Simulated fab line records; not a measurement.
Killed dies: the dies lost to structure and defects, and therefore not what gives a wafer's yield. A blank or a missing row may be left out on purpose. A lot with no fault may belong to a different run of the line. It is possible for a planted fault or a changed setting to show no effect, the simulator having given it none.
Which tool was responsible? :: flow gf180mcu :: 33 wafers from 11 lots sampled at 6 of the route's 602 steps

WHAT THE GAUGES SHOWED, per wafer
GF_M4_OVL_MEAS_15. Usual: M4_OVL -4 nm, standard deviation 5.1.
lot: L449
measured: day 23 12:16
on: overlay-01
M4_OVL (nm): -6 -7 -8
flag: 

lot: L450
measured: day 23 19:34
on: overlay-01
M4_OVL (nm): -7 -7 -6
flag: 

lot: L451
measured: day 24 08:01
on: overlay-02
M4_OVL (nm): -3 -6 -4
flag: 

lot: L453
measured: day 24 21:22
on: overlay-02
M4_OVL (nm): 0 -7 -4
flag: 

lot: L455
measured: day 25 15:49
on: overlay-02
M4_OVL (nm): -6 -9 -8
flag: 

lot: L460
measured: day 27 09:10
on: overlay-02
M4_OVL (nm): -11 -5 -7
flag: 

lot: L461
measured: day 27 14:14
on: overlay-01
M4_OVL (nm): -9 -1 -1
flag: 

lot: L465
measured: day 28 15:52
on: overlay-01
M4_OVL (nm): -2 -5 -2
flag: 

lot: L467
measured: day 29 06:22
on: overlay-01
M4_OVL (nm): 2 1 -2
flag: 

lot: L469
measured: day 29 15:25
on: overlay-02
M4_OVL (nm): -2 -6 -7
flag: 

lot: L472
measured: day 30 12:10
on: overlay-01
M4_OVL (nm): 0 -1 -6
flag: 

GF_V4_THK_MEAS_01. Usual: V4_CVD_00_THK 594 nm, standard deviation 7.7.
lot: L449
measured: day 23 13:08
on: filmMetro-02
V4_CVD_00_THK (nm): 600 588 591
flag: 

lot: L450
measured: day 23 20:19
on: filmMetro-04
V4_CVD_00_THK (nm): 602 593 599
flag: 

lot: L451
measured: day 24 08:49
on: filmMetro-04
V4_CVD_00_THK (nm): 587 585 603
flag: 

lot: L453
measured: day 24 22:32
on: filmMetro-04
V4_CVD_00_THK (nm): 600 588 608
flag: 

lot: L455
measured: day 25 16:38
on: filmMetro-02
V4_CVD_00_THK (nm): 605 592 590
flag: 

lot: L460
measured: day 27 09:57
on: filmMetro-02
V4_CVD_00_THK (nm): 590 603 602
flag: 

lot: L461
measured: day 27 15:01
on: filmMetro-01
V4_CVD_00_THK (nm): 594 582 591
flag: 

lot: L465
measured: day 28 16:44
on: filmMetro-01
V4_CVD_00_THK (nm): 598 594 590
flag: 

lot: L467
measured: day 29 07:11
on: filmMetro-01
V4_CVD_00_THK (nm): 592 606 593
flag: 

lot: L469
measured: day 29 16:13
on: filmMetro-01
V4_CVD_00_THK (nm): 593 598 590
flag: 

lot: L472
measured: day 30 12:58
on: filmMetro-02
V4_CVD_00_THK (nm): 582 583 573
flag: 

GF_V4_RS_MEAS_24: a four-point-probe measurement. Usual: V4_W_RS 0.325 ohm/sq, standard deviation 0.0034.
lot: L449
measured: day 24 12:08
on: filmMetro-01
V4_W_RS (ohm/sq): 0.332 0.327 0.330
flag: 

lot: L450
measured: day 24 19:41
on: filmMetro-01
V4_W_RS (ohm/sq): 0.324 0.325 0.324
flag: 

lot: L451
measured: day 25 07:44
on: filmMetro-02
V4_W_RS (ohm/sq): 0.323 0.320 0.320
flag: 

lot: L453
measured: day 25 21:50
on: filmMetro-02
V4_W_RS (ohm/sq): 0.323 0.323 0.322
flag: 

lot: L455
measured: day 26 14:43
on: filmMetro-02
V4_W_RS (ohm/sq): 0.324 0.322 0.321
flag: 

lot: L460
measured: day 28 07:58
on: filmMetro-02
V4_W_RS (ohm/sq): 0.341 0.345 0.343 0.340 0.346 0.342
flag: OFF

lot: L461
measured: day 28 12:34
on: filmMetro-01
V4_W_RS (ohm/sq): 0.341 0.349 0.341 0.341 0.348 0.340
flag: OFF

lot: L465
measured: day 29 14:07
on: filmMetro-04
V4_W_RS (ohm/sq): 0.321 0.327 0.326
flag: 

lot: L467
measured: day 30 03:53
on: filmMetro-02
V4_W_RS (ohm/sq): 0.325 0.319 0.328
flag: 

lot: L469
measured: day 30 12:29
on: filmMetro-01
V4_W_RS (ohm/sq): 0.333 0.327 0.322
flag: 

lot: L472
measured: day 31 08:40
on: filmMetro-02
V4_W_RS (ohm/sq): 0.320 0.324 0.326
flag: 

GF_V4_THK_MEAS_25: measures by xrf. Usual: V4_W_THK 362 nm, standard deviation 5.3.
lot: L449
measured: day 24 12:15
on: filmMetro-01
V4_W_THK (nm): 357 359 355
flag: 

lot: L450
measured: day 24 19:49
on: filmMetro-01
V4_W_THK (nm): 362 363 363
flag: 

lot: L451
measured: day 25 07:51
on: filmMetro-02
V4_W_THK (nm): 369 372 371
flag: 

lot: L453
measured: day 25 21:58
on: filmMetro-02
V4_W_THK (nm): 368 366 371
flag: 

lot: L455
measured: day 26 14:49
on: filmMetro-02
V4_W_THK (nm): 367 371 367
flag: 

lot: L460
measured: day 28 10:44
on: filmMetro-02
V4_W_THK (nm): 348 345 345 349 342 347
flag: OFF

lot: L461
measured: day 28 15:32
on: filmMetro-01
V4_W_THK (nm): 343 336 342 343 334 342
flag: OFF

lot: L465
measured: day 29 14:14
on: filmMetro-04
V4_W_THK (nm): 369 359 362
flag: 

lot: L467
measured: day 30 03:59
on: filmMetro-02
V4_W_THK (nm): 363 370 360
flag: 

lot: L469
measured: day 30 12:35
on: filmMetro-01
V4_W_THK (nm): 354 358 365
flag: 

lot: L472
measured: day 31 08:47
on: filmMetro-02
V4_W_THK (nm): 369 365 363
flag: 

WHAT TOOL EACH LOT RAN ON (gives the tool, then ch and the chambers of the sampled wafers, and finally the start)
lot: L449
GF_V4_SPUTTER_21: pvdSputter-01, day 24 11:55
GF_V4_CVD_23: cvdW-02 ch 0,1, day 24 12:01

lot: L450
GF_V4_SPUTTER_21: pvdSputter-02, day 24 19:28
GF_V4_CVD_23: cvdW-01 ch 0,1, day 24 19:34

lot: L451
GF_V4_SPUTTER_21: pvdSputter-03, day 25 07:31
GF_V4_CVD_23: cvdW-01 ch 0,1, day 25 07:37

lot: L453
GF_V4_SPUTTER_21: pvdSputter-03, day 25 21:38
GF_V4_CVD_23: cvdW-02 ch 0,1, day 25 21:44

lot: L455
GF_V4_SPUTTER_21: pvdSputter-03, day 26 14:29
GF_V4_CVD_23: cvdW-02 ch 0,1, day 26 14:35

lot: L460
GF_V4_SPUTTER_21: pvdSputter-03, day 28 07:45
GF_V4_CVD_23: cvdW-01 ch 0,1, day 28 07:51

lot: L461
GF_V4_SPUTTER_21: pvdSputter-01, day 28 12:21
GF_V4_CVD_23: cvdW-01 ch 0,1, day 28 12:27

lot: L465
GF_V4_SPUTTER_21: pvdSputter-02, day 29 13:55
GF_V4_CVD_23: cvdW-02 ch 0,1, day 29 14:01

lot: L467
GF_V4_SPUTTER_21: pvdSputter-01, day 30 03:39
GF_V4_CVD_23: cvdW-02 ch 0,1, day 30 03:45

lot: L469
GF_V4_SPUTTER_21: pvdSputter-02, day 30 12:15
GF_V4_CVD_23: cvdW-02 ch 0,1, day 30 12:21

lot: L472
GF_V4_SPUTTER_21: pvdSputter-03, day 31 08:25
GF_V4_CVD_23: cvdW-01 ch 0,1, day 31 08:31
- GF_V4_SPUTTER_21: material Ti, target thk 15 nm, time 80.02 s.
- GF_V4_CVD_23: deposits W, target thk 350 nm, time 104.9 s.

AS READ BY THE TOOLS THEMSELVES (means over the sampled wafers that have a number; for cases with no such wafer, the mark the record gives instead)
GF_V4_SPUTTER_21. Usual: throttleValvePct reads 29.7 % (standard deviation 0.66).
lot: L449
tool: pvdSputter-01
throttleValvePct (%): 29.5
flag: 

lot: L450
tool: pvdSputter-02
throttleValvePct (%): 29.5
flag: 

lot: L451
tool: pvdSputter-03
throttleValvePct (%): 29.6
flag: 

lot: L453
tool: pvdSputter-03
throttleValvePct (%): 30.9
flag: 

lot: L455
tool: pvdSputter-03
throttleValvePct (%): 30.9
flag: 

lot: L460
tool: pvdSputter-03
throttleValvePct (%): 30.4
flag: 

lot: L461
tool: pvdSputter-01
throttleValvePct (%): 30.2
flag: 

lot: L465
tool: pvdSputter-02
throttleValvePct (%): 29.6
flag: 

lot: L467
tool: pvdSputter-01
throttleValvePct (%): 29.5
flag: 

lot: L469
tool: pvdSputter-02
throttleValvePct (%): 29.4
flag: 

lot: L472
tool: pvdSputter-03
throttleValvePct (%): 29.8
flag: 

GF_V4_CVD_23. Usual: chamberPressureTorr 40.01 Torr, standard deviation 0.073; heaterPowerW 834 W, standard deviation 74.
lot: L449
tool: cvdW-02
chamberPressureTorr (Torr): 40.10
heaterPowerW (W): 836
flag: 

lot: L450
tool: cvdW-01
chamberPressureTorr (Torr): 39.99
heaterPowerW (W): 867
flag: 

lot: L451
tool: cvdW-01
chamberPressureTorr (Torr): 39.98
heaterPowerW (W): 844
flag: 

lot: L453
tool: cvdW-02
chamberPressureTorr (Torr): 39.97
heaterPowerW (W): 843
flag: 

lot: L455
tool: cvdW-02
chamberPressureTorr (Torr): 40.07
heaterPowerW (W): 840
flag: 

lot: L460
tool: cvdW-01
chamberPressureTorr (Torr): 35.35
heaterPowerW (W): 783
flag: OFF

lot: L461
tool: cvdW-01
chamberPressureTorr (Torr): 35.29
heaterPowerW (W): 781
flag: OFF

lot: L465
tool: cvdW-02
chamberPressureTorr (Torr): 40.00
heaterPowerW (W): 859
flag: 

lot: L467
tool: cvdW-02
chamberPressureTorr (Torr): 39.91
heaterPowerW (W): 844
flag: 

lot: L469
tool: cvdW-02
chamberPressureTorr (Torr): 39.97
heaterPowerW (W): 839
flag: 

lot: L472
tool: cvdW-01
chamberPressureTorr (Torr): 40.06
heaterPowerW (W): 858
flag: 

THE ANSWER, worked out from the rows above alone
Rule: take the mean of a lot's wafers that have a number; if it is more than 3 standard deviations from the usual mean, the lot is off. Also off: a lot with no number at a reading for which 4 or more lots have one. Any other lot the step has rows for is counted as sound. Order of review: gauges by route order, followed by the tools' own readings, for which a lot's mean as printed above is used. The first step at which some lot is off is used, and at that step the reading that is off furthest; a lot without a number counts as furthest.
Off: L460, L461, at GF_V4_RS_MEAS_24 (V4_W_RS).
A tool fits if, at a process step before that reading, it ran every lot that is off, and no sound lot after the first of them. Not tried: the gauges at GF_V4_RS_MEAS_24; whatever is off there is also off at GF_V4_CVD_23, on other tools, and gauge error can't account for it. Of those tried, none fits.

WHAT HAD BEEN PUT IN BY THE SIMULATOR
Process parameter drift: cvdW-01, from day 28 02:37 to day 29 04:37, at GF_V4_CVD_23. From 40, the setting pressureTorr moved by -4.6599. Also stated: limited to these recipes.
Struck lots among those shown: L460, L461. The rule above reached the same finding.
